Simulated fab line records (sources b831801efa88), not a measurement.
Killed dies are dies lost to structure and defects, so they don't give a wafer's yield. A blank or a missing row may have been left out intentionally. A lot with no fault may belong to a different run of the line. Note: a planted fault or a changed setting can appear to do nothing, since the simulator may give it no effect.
fab line records	flow sky130
record: lots: 4	wafers: 12	last_day: 50
route steps=708 shown VIA2@527 METAL3@532 CAPM@537 PAD_OPEN@708
lots that met no fault: taken from a fault-free run of the same line
start_h: hours from the record's first day to the start of the lot's first wafer shown	wait_h: how many hours have passed since the lot's step before this one	" same as the row above	L1.1+2: a row that stands for several wafers	- no value, or no start given	* or withheld: withheld	< > ~ a bound
route shown NAME@n: a module of which the file shows steps, and the number in the route of the first	usual: average and standard deviation across the fault-free wafers	same: alike in all rows	chamber/n: place in a boat	sites: readings site by site	_std_site: the values' standard deviation	_edge_site: inner sites' mean taken away from outer sites' mean	radius_mm: how far each site lies from the wafer's centre	mask NAME#n: copy n	behind: tool/chamber where the wafer was last shaped	hold: why the lot was held/for how many hours/how that ended	device: which transistor (n, p or np) failed to switch	end of line: tests run on the same wafers once the route is complete	a step with no rows: only its recipe	killed: dies that structure and defects cost at the first sort, which is not the same as the wafer's yield	map: per-die view of a wafer (x killed, . not killed, _ where there is no die)
set.NAME: the setting that was run; set.NAME@STEP: the one run at that earlier step	model.NAME: the simulator's own value behind a step, which no gauge read
lots seen at some steps along the route; tables by step, rows by wafer
services: a tool's chamber out of use, with start hour (start_h, from the record's first day; less than 0 if before it), hours out, and reason
== steps ==
step: SKY_VIA2_SPUTTER_20
recipe: material: TiN	target_thk_nm: 20	chamber_pressure_pa: 5	power_w: 4000	time_s: 80
step: SKY_VIA2_CVD_21
recipe: material: W	target_thk_nm: 420	time_s: 126.4	temp_c: 400	pressure_torr: 40
step: SKY_VIA2_CMP_24
recipe: stop_on: SiO2	t_overpolish_s: 20	down_force_psi: 3.5	platen_rpm: 60	target_thk_nm: 0	pad_velocity_m_s: 0.94248
step: SKY_METAL3_SPUTTER_00
recipe: material: Ti	target_thk_nm: 15	power_w: 3000	time_s: 10	chamber_pressure_pa: 0.4
step: SKY_METAL3_SPUTTER_01
recipe: material: TiN	target_thk_nm: 20	power_w: 6500	time_s: 16.7	chamber_pressure_pa: 0.4
step: SKY_METAL3_SPUTTER_02
recipe: material: AlCu	target_thk_nm: 735	power_w: 10600	time_s: 39.1	chamber_pressure_pa: 0.4
step: SKY_METAL3_SPUTTER_03
recipe: material: Ti	target_thk_nm: 5	power_w: 3000	time_s: 3.3	chamber_pressure_pa: 0.4
step: SKY_METAL3_SPUTTER_04
recipe: material: TiN	target_thk_nm: 70	power_w: 6500	time_s: 58.3	chamber_pressure_pa: 0.4
step: SKY_CAPM_CVD_00
recipe: material: SiO2	target_thk_nm: 15.5	temp_c: 400	time_s: withheld	rf_w: 450
step: SKY_CAPM_SPUTTER_02
recipe: material: TiN	target_thk_nm: 200	temp_c: 300	power_w: 6500	time_s: 166.7	chamber_pressure_pa: 0.4
usual: cathode_dc_power_W: 6499.8/1.1	throttle_valve_pct: 30.1/1.1
same: time_s: 166.7
lot.wafer	tool	chamber	start_h	wait_h	cathode_dc_power_W	throttle_valve_pct	model.TiN_of_CAPM_SPUTTER_02.thk_nm
L878.1	pvd_sputter-04	-	907.50	0.1	6498.3	29.8	201.7
L878.2	"	-	"	"	6498.5	30.1	199.7
L878.5	"	-	"	"	6500.1	30.6	201.7
L882.2	pvd_sputter-04	-	931.70	0.0	2759.9	29.0	86.01
L882.4	"	-	"	"	6499.8	30.3	202.4
L882.5	"	-	"	"	2757.9	28.8	83.83
L883.1	pvd_sputter-04	-	940.70	0.1	6499.7	30.7	205.6
L883.2	"	-	"	"	6500.4	29.7	200.5
L883.4	"	-	"	"	2759.9	28.8	89.21
L892.1	pvd_sputter-01	-	1012.85	0.1	6499.1	30.4	200
L892.3	"	-	"	"	6499.8	32.9	201.7
L892.4	"	-	"	"	6500.5	30.4	200.3
step: SKY_CAPM_RS_MEAS_03
recipe: thk_meas_gauge: four-point-probe	reads: TiN_of_CAPM_SPUTTER_02
usual: CAPM_TIN_RS: 6.91/0.078
lot.wafer	tool	chamber	start_h	wait_h	CAPM_TIN_RS[ohm/sq]
L878.1	film_metro-02	-	907.61	0.1	6.87
L878.2	"	-	"	"	6.95
L878.5	"	-	"	"	6.86
L882.2	film_metro-03	-	931.83	0.1	16.57
L882.4	"	-	"	"	6.83
L882.5	"	-	"	"	17.06
L883.1	film_metro-01	-	940.81	0.1	6.72
L883.2	"	-	"	"	6.89
L883.4	"	-	"	"	15.93
L892.1	film_metro-03	-	1012.96	0.1	6.91
L892.3	"	-	"	"	6.86
L892.4	"	-	"	"	6.91
step: SKY_CAPM_THK_MEAS_04
recipe: thk_meas_gauge: xrf	reads: TiN_of_CAPM_SPUTTER_02
usual: CAPM_TIN_THK: 201.6/2.4
lot.wafer	tool	chamber	start_h	wait_h	CAPM_TIN_THK[nm]
L878.1	film_metro-02	-	907.73	0.1	202.0
L878.2	"	-	"	"	199.6
L878.5	"	-	"	"	201.4
L882.2	film_metro-03	-	931.94	0.1	86.5
L882.4	"	-	"	"	204.1
L882.5	"	-	"	"	84.5
L883.1	film_metro-01	-	940.93	0.1	207.7
L883.2	"	-	"	"	202.9
L883.4	"	-	"	"	90.2
L892.1	film_metro-03	-	1013.08	0.1	200.1
L892.3	"	-	"	"	202.0
L892.4	"	-	"	"	201.7
step: SKY_CAPM_DEHYDRATE_05
recipe: temp_c: 200	time_s: 60
step: SKY_CAPM_HMDS_06
recipe: prime_time_s: 60	prime_temp_c: 120
step: SKY_CAPM_COAT_07
recipe: resist: NOVOLAK	spin_rpm: 3000	resist_thk_nm: 1140
step: SKY_CAPM_SOFTBAKE_08
recipe: temp_c: 90	time_s: 60	resist: NOVOLAK
step: SKY_CAPM_EXPOSE_09
recipe: mask_id: CAPM	na: 0.6	source_shape: conventional	sigma_outer: 0.6	polarization: unpolarized	target_cd_nm: 1000	dose_mj: 159
step: SKY_CAPM_PEB_10
recipe: temp_c: withheld	time_s: *	resist: NOVOLAK
step: SKY_CAPM_DEVELOP_11
recipe: resist: NOVOLAK	developer: TMAH	develop_time_s: 60	dev_temp_c: 23
step: SKY_CAPM_METAL_ETCH_13
recipe: target_depth_nm: 220	stop_on: SiO2	chemistry: Cl2/BCl3	target: TiN	pressure_mtorr: 10	icp_w: 900	bias_w: 48.5	Cl2_flow_sccm: 60	bcl3_flow_sccm: 30	time_s: 62.9
usual: drypump_motor_current_A: 5.9/0.4	oes_product_au: 0.941/0.0071	throttle_valve_pct: 21.903/0.0091
same: time_s: 62.9
lot.wafer	tool	chamber	start_h	wait_h	drypump_motor_current_A	oes_product_au	rf_hours_counter_h	throttle_valve_pct
L878.1	rie_metal-02	1	932.32	0.0	5.7	0.948	12	21.887
L878.2	"	0	"	"	6.8	0.946	12	21.917
L878.5	"	0	"	"	6.8	0.950	-	21.915
L882.2	rie_metal-01	1	955.98	0.0	5.7	0.622	18	22.105
L882.4	"	0	"	"	5.6	0.945	-	21.902
L882.5	"	1	"	"	5.7	0.615	-	22.118
L883.1	rie_metal-03	0	964.72	0.0	6.0	0.951	6	21.897
L883.2	"	1	"	"	5.6	0.942	9	21.907
L883.4	"	1	"	"	5.7	0.629	-	22.103
L892.1	rie_metal-01	1	1035.47	0.0	5.7	0.945	1	21.913
L892.3	"	1	"	"	5.7	0.953	-	21.899
L892.4	"	0	"	"	5.6	0.939	-	21.883
step: SKY_CAPM_STRIP_14
recipe: chemistry: O2/N2	power_w: 1400	pressure_mtorr: 1500	platen_temp_c: withheld	o2_flow_sccm: 3000	n2_flow_sccm: 300	overash_fraction: 0.5
step: SKY_CAPM_STRIP_15
recipe: chemistry: post_etch_residue_remover	time_s: 1200	temp_c: 72.5
step: SKY_CAPM_CLEAN_16
recipe: chemistry: IPA	time_s: 180	temp_c: 25
step: SKY_CAPM_CLEAN_17
recipe: chemistry: O3/DIW	dry: n2_spin
step: SKY_METAL3_DEHYDRATE_05
recipe: temp_c: 200	time_s: 60
step: SKY_METAL3_HMDS_06
recipe: prime_time_s: 60	prime_temp_c: 120
step: SKY_METAL3_COAT_07
recipe: resist: BARC	temp_c: withheld	time_s: withheld	spin_rpm: 3000	resist_thk_nm: 60
step: SKY_METAL3_COAT_08
recipe: resist: KrF-thick	spin_rpm: 3000	resist_thk_nm: 1140
step: SKY_METAL3_SOFTBAKE_09
recipe: temp_c: 100	time_s: 90	resist: KrF-thick
step: SKY_METAL3_EXPOSE_10
recipe: mask_id: MM3	na: 0.68	source_shape: annular	sigma_inner: 0.4	sigma_outer: 0.8	target_cd_nm: 300	dose_mj: 28
step: SKY_METAL3_PEB_11
recipe: peb_temp_c: withheld	peb_time_s: withheld	resist: KrF-thick
step: SKY_METAL3_DEVELOP_12
recipe: develop_time_s: 60	resist: KrF-thick	dev_temp_c: 21
step: SKY_METAL3_DESCUM_15
recipe: chemistry: O2	source_power_w: 150	bias_power_w: 0	pressure_mtorr: 10	temp_c: 40	time_s: 8
step: SKY_METAL3_ETCH_16
recipe: chemistry: N2/H2	target: BARC	ion_energy_ev: 200	bias_w: 100	pressure_mtorr: 30	n2_flow_sccm: 100	h2_flow_sccm: 200	icp_w: 500	stop_on: SiO2	time_s: 88.2	target_depth_a: 600
step: SKY_METAL3_ETCH_17
recipe: target: SiO2	stop_on: TiN	chemistry: C4F8/O2/Ar	source_w: 1500	bias_w: 1200	pressure_mtorr: 40	c4f8_flow_sccm: withheld	O2_flow_sccm: 6	Ar_flow_sccm: 300	time_s: 3.9	target_depth_a: 150
step: SKY_METAL3_METAL_ETCH_18
recipe: target_depth_a: 8450	stop_on: SiO2	over_etch_frac: 0.3	time_s: 183.1	chemistry: Cl2/BCl3	resist_sidewall_deg: 88	pressure_mtorr: 10	icp_w: 900	bias_w: 48.5	Cl2_flow_sccm: 60	bcl3_flow_sccm: 30
step: SKY_METAL3_STRIP_20
recipe: chemistry: post_etch_residue_remover	time_s: 1200	temp_c: 72.5
usual: bath_heat_duty_pct: 14.3/1.7
same: time_s: 1200
lot.wafer	tool	chamber	start_h	wait_h	bath_heat_duty_pct	model.TiN_of_CAPM_SPUTTER_02.thk_nm
L878.1	wet_bench-03	3	957.58	0.1	13.6	200.9
L878.2	"	3	"	"	12.8	198.8
L878.5	"	3	"	"	13.8	200.9
L882.2	wet_bench-03	1	979.97	0.1	15.0	85.17
L882.4	"	1	"	"	17.3	201.6
L882.5	"	1	"	"	17.8	83
L883.1	wet_bench-01	0	988.68	0.1	11.7	204.8
L883.2	"	0	"	"	12.3	199.7
L883.4	"	0	"	"	13.1	88.37
L892.1	wet_bench-02	2	1058.92	0.1	15.1	199.1
L892.3	"	2	"	"	14.4	200.8
L892.4	"	2	"	"	15.1	199.5
step: SKY_PAD_OPEN_PROBE_99
usual: defect_limited_yield: 82.6/1.8	killed_at_M0_to_M3: 44/6.5	killed_at_M4_up: 3.3/1.9	killed_at_contacts: 23/4.7	killed_at_front_end: 15/4.5	killed_at_other: 0.2/0.52	killed_dies: 86/8.9	killed_open: 47/6.8	killed_short: 39/6.1	sort_bin_3_pad_short: 0.8/0.44	sort_bin_5_function: 10.3/1.4	sort_bin_6_memory: 6.3/1.1	sort_n_pass: 406/8.9	sort_yield_pct: 82.6/1.8
same: gross_dies: 492	killed_at_back_side: 0	sort_bin_4_leakage[%]: 0	sort_bin_8_speed[%]: 0
lot.wafer	tool	chamber	start_h	wait_h	defect_limited_yield[%]	killed_at_M0_to_M3	killed_at_M4_up	killed_at_contacts	killed_at_front_end	killed_at_other	killed_dies	killed_open	killed_short	sort_bin_3_pad_short[%]	sort_bin_5_function[%]	sort_bin_6_memory[%]	sort_n_pass	sort_yield_pct[%]	model.etest.cap_mim.plate_ohm_sq	model.etest.cap_mim.bv_v	model.etest.cap_mim.leak_log10_a_cm2
L878.1	prober-02	-	1119.58	0.1	83.7	36	3	25	15	1	80	47	33	0.4	10.0	5.9	412	83.7	5.911	13.47	-9.076
L878.2	prober-02	-	1119.63	0.1	82.1	43	4	18	21	2	88	47	41	0.4	11.6	5.9	404	82.1	6.015	12.86	-8.997
L878.5	prober-02	-	1119.78	0.2	83.1	43	1	21	16	2	83	36	47	0.2	11.4	5.3	409	83.1	5.946	14.08	-9.082
L882.2	prober-02	-	1139.19	0.1	77.6	58	4	27	21	0	110	63	47	0.6	14.6	7.1	382	77.6	13.84	10.83	-7.641
L882.4	prober-02	-	1139.29	0.2	81.7	58	1	24	7	0	90	49	41	0.6	10.4	7.3	402	81.7	5.953	14.36	-9.126
L882.5	prober-02	-	1139.34	0.2	80.1	55	0	27	16	0	98	57	41	1.2	12.6	6.1	394	80.1	14.29	11.29	-7.653
L883.1	prober-01	-	1144.32	0.1	85.2	39	2	16	15	1	73	48	25	0.6	10.4	3.9	419	85.2	5.767	14.31	-8.924
L883.2	prober-01	-	1144.37	0.1	82.5	44	3	25	14	0	86	49	37	1.2	9.6	6.7	406	82.5	6.041	13.87	-8.895
L883.4	prober-01	-	1144.47	0.2	82.1	47	2	24	15	0	88	49	39	1.8	10.4	5.7	404	82.1	13.45	11.02	-7.749
L892.1	prober-01	-	1197.46	0.1	83.9	36	8	18	17	0	79	36	43	0.8	8.3	6.9	413	83.9	6.053	13.88	-9.11
L892.3	prober-01	-	1197.56	0.2	82.5	46	4	25	11	0	86	41	45	0.2	11.2	6.1	406	82.5	6.014	14.14	-8.97
L892.4	prober-01	-	1197.61	0.2	83.5	47	1	24	9	0	81	45	36	0.2	9.6	6.7	411	83.5	5.985	14.42	-8.988
killed by level:class
L878.1 CONTACT:geometric_particle:open=9 VIA2:geometric_particle:open=9 LI_CONTACT:geometric_particle:open=6 VIA3:geometric_particle:open=6 VIA1:geometric_particle:open=6 CONTACT:geometric_particle:short=5 METAL2:geometric_particle:short=5 FIELD_ISO:geometric_particle:open=4
L878.2 VIA2:geometric_particle:open=8 VIA1:geometric_particle:open=8 FIELD_ISO:geometric_particle:short=7 FIELD_ISO:geometric_particle:open=6 CONTACT:geometric_particle:open=6 VIA2:geometric_particle:short=6 LOCAL_INTERCONNECT:geometric_particle:short=5 VIA3:geometric_particle:short=5
L878.5 METAL2:geometric_particle:short=9 LOCAL_INTERCONNECT:geometric_particle:short=9 VIA1:geometric_particle:open=9 CONTACT:geometric_particle:open=5 METAL1:geometric_particle:short=5 VIA2:geometric_particle:open=4 FIELD_ISO:geometric_particle:short=3 POLY_GATE:geometric_particle:short=3
L882.2 VIA2:geometric_particle:open=12 VIA1:geometric_particle:open=11 VIA3:geometric_particle:open=9 CONTACT:geometric_particle:open=8 LI_CONTACT:geometric_particle:open=7 POLY_GATE:geometric_particle:open=6 CONTACT:geometric_particle:short=6 METAL1:geometric_particle:short=6
L882.4 VIA2:geometric_particle:open=12 VIA1:geometric_particle:open=11 CONTACT:geometric_particle:open=9 METAL2:geometric_particle:short=9 VIA3:geometric_particle:open=6 VIA3:geometric_particle:short=6 LI_CONTACT:geometric_particle:open=5 CONTACT:geometric_particle:short=4
L882.5 VIA1:geometric_particle:open=15 LI_CONTACT:geometric_particle:open=12 METAL2:geometric_particle:short=9 VIA2:geometric_particle:open=9 VIA3:geometric_particle:open=7 CONTACT:geometric_particle:short=6 FIELD_ISO:geometric_particle:short=5 METAL1:geometric_particle:short=5
L883.1 VIA1:geometric_particle:open=10 LI_CONTACT:geometric_particle:open=8 VIA2:geometric_particle:open=7 VIA3:geometric_particle:open=7 METAL1:geometric_particle:short=5 CONTACT:geometric_particle:open=4 FIELD_ISO:geometric_particle:open=3 FIELD_ISO:geometric_particle:short=3
L883.2 VIA2:geometric_particle:open=10 CONTACT:geometric_particle:open=8 VIA3:geometric_particle:open=8 LI_CONTACT:geometric_particle:open=7 VIA1:geometric_particle:open=6 METAL1:geometric_particle:short=6 CONTACT:geometric_particle:short=5 POLY_GATE:geometric_particle:open=4
L883.4 VIA3:geometric_particle:open=9 VIA2:geometric_particle:open=9 CONTACT:geometric_particle:open=7 METAL1:geometric_particle:short=7 METAL2:geometric_particle:short=7 LOCAL_INTERCONNECT:geometric_particle:short=6 LI_CONTACT:geometric_particle:open=6 VIA1:geometric_particle:open=5
L892.1 CONTACT:geometric_particle:open=7 METAL1:geometric_particle:short=7 VIA2:geometric_particle:open=6 VIA2:geometric_particle:short=5 METAL4:geometric_particle:short=5 POLY_GATE:geometric_particle:short=4 LOCAL_INTERCONNECT:geometric_particle:short=4 VIA1:geometric_particle:open=4
L892.3 VIA1:geometric_particle:open=11 CONTACT:geometric_particle:open=8 LI_CONTACT:geometric_particle:open=6 METAL2:geometric_particle:short=6 VIA2:geometric_particle:open=6 METAL1:geometric_particle:short=5 VIA3:geometric_particle:open=5 SPACER:geometric_particle:short=4
L892.4 CONTACT:geometric_particle:open=9 VIA1:geometric_particle:open=9 VIA3:geometric_particle:open=7 VIA2:geometric_particle:open=6 LI_CONTACT:geometric_particle:open=5 METAL1:geometric_particle:short=5 METAL2:geometric_particle:short=5 LI_CONTACT:geometric_particle:short=4
== services ==
tool	chamber	start_h	hours	kind
wet_bench-01	-	891.12	6.3	repair
wet_bench-01	-	919.94	1.0	repair
rie_metal-01	1	923.62	8.6	repair
pvd_sputter-01	3	931.40	-	consumable_replace:kit
pvd_sputter-01	3	931.40	18.0	scheduled_down
pvd_sputter-01	3	931.40	18.0	vent_cycle
rie_metal-02	-	939.00	2.8	pm
rie_metal-02	-	947.20	3.2	repair
rie_metal-01	1	1004.00	-	clean
rie_metal-01	1	1004.00	24.1	scheduled_down
rie_metal-01	1	1004.00	24.1	vent_cycle
pvd_sputter-04	1	1011.53	-	consumable_replace:kit
pvd_sputter-04	1	1011.53	18.0	scheduled_down
pvd_sputter-04	1	1011.53	18.0	vent_cycle
rie_metal-01	1	1048.37	3.6	repair
rie_metal-03	-	1052.25	0.3	repair
== key ==
first_sign: step: SKY_CAPM_SPUTTER_02	reading: cathode_dc_power_W	direction: down	sigmas: 99+	usual: 6499.8	struck: 2759.2
effect: step: SKY_CAPM_RS_MEAS_03	reading: CAPM_TIN_RS	direction: up	sigmas: 99+	usual: 6.91	struck: 16.52
effect: step: SKY_CAPM_THK_MEAS_04	reading: CAPM_TIN_THK	direction: down	sigmas: 48	usual: 201.6	struck: 87.0
effect: step: SKY_CAPM_METAL_ETCH_13	reading: oes_product_au	direction: down	sigmas: 45	usual: 0.941	struck: 0.622
model_effect: step: SKY_CAPM_SPUTTER_02	value: TiN_of_CAPM_SPUTTER_02.thk_nm	without: 201.4	struck: 86.35
model_effect: step: SKY_METAL3_STRIP_20	value: TiN_of_CAPM_SPUTTER_02.thk_nm	without: 200.6	struck: 85.51
model_effect: step: SKY_PAD_OPEN_PROBE_99	value: etest.cap_mim.plate_ohm_sq	without: 5.937	struck: 13.86
met_at SKY_CAPM_SPUTTER_02
struck_wafers L882.2,L882.5,L883.4
fault: kind: process_parameter_drift	tool: pvd_sputter-04	chamber: -	onset_h: 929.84	steps: SKY_CAPM_SPUTTER_02	channel: power_w	offset: *	shape: step	end_h: 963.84	acts_in: *	stated: *	scope: struck_wafers_only
